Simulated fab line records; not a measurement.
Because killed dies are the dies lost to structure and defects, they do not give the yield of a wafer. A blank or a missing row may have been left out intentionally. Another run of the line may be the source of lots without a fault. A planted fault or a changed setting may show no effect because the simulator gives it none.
Chamber matching | flow gf180mcu | GF_V2_CVD_02 on pecvd-04 has 3 sister chambers
The step deposits SiO2 from TEOS, target thk 850 nm, time 94.851 s. 6 wafers are shown with their chamber, then 10 later ones without.

WAFERS WITH THEIR CHAMBER
wafer  | chamber | heaterPowerW (W)
L087.3 | 0       | 732
L087.5 | 1       | 716
L088.3 | 1       | 607
L088.6 | 2       | 748
L092.3 | 0       | 675
L092.4 | 2       | 785

WAFERS WHOSE CHAMBER IS MISSING
wafer  | heaterPowerW (W)
L092.6 | 599
L093.2 | 787
L093.3 | 703
L093.4 | 647
L096.1 | 767
L096.2 | 799
L096.3 | 619
L096.4 | 651
L096.5 | 666
L096.6 | 586

WHICH CHAMBER EACH ONE RAN IN
wafer  | from the rows above          | in truth
L092.6 | can't be placed: 1 or 0      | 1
L093.2 | can't be placed: 2 or 0      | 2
L093.3 | can't be placed: 0 or 1 or 2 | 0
L093.4 | can't be placed: 1 or 0      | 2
L096.1 | can't be placed: 2 or 0      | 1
L096.2 | can't be placed: 2 or 0      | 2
L096.3 | can't be placed: 1 or 0      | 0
L096.4 | can't be placed: 1 or 0      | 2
L096.5 | can't be placed: 1 or 0 or 2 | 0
L096.6 | can't be placed: 1 or 0      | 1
Placed correctly: 0 of 10. Cannot be placed on the basis of these rows: 10; the candidates contain the true chamber in 7. 0 placed wrongly.
How it was worked out, from the rows above alone: a wafer's distance from a chamber is the root of the sum, over the readings, of the square of ((its reading less the chamber's mean) divided by the reading's scatter). The wafer belongs to the nearest chamber; if the next one is less than 2 further off, it can't be placed. A chamber's mean is the mean of its shown wafers. The scatter is the square root of a quotient: the sum, over the shown wafers, of each reading's squared deviation from its chamber's mean, divided by wafers minus chambers.
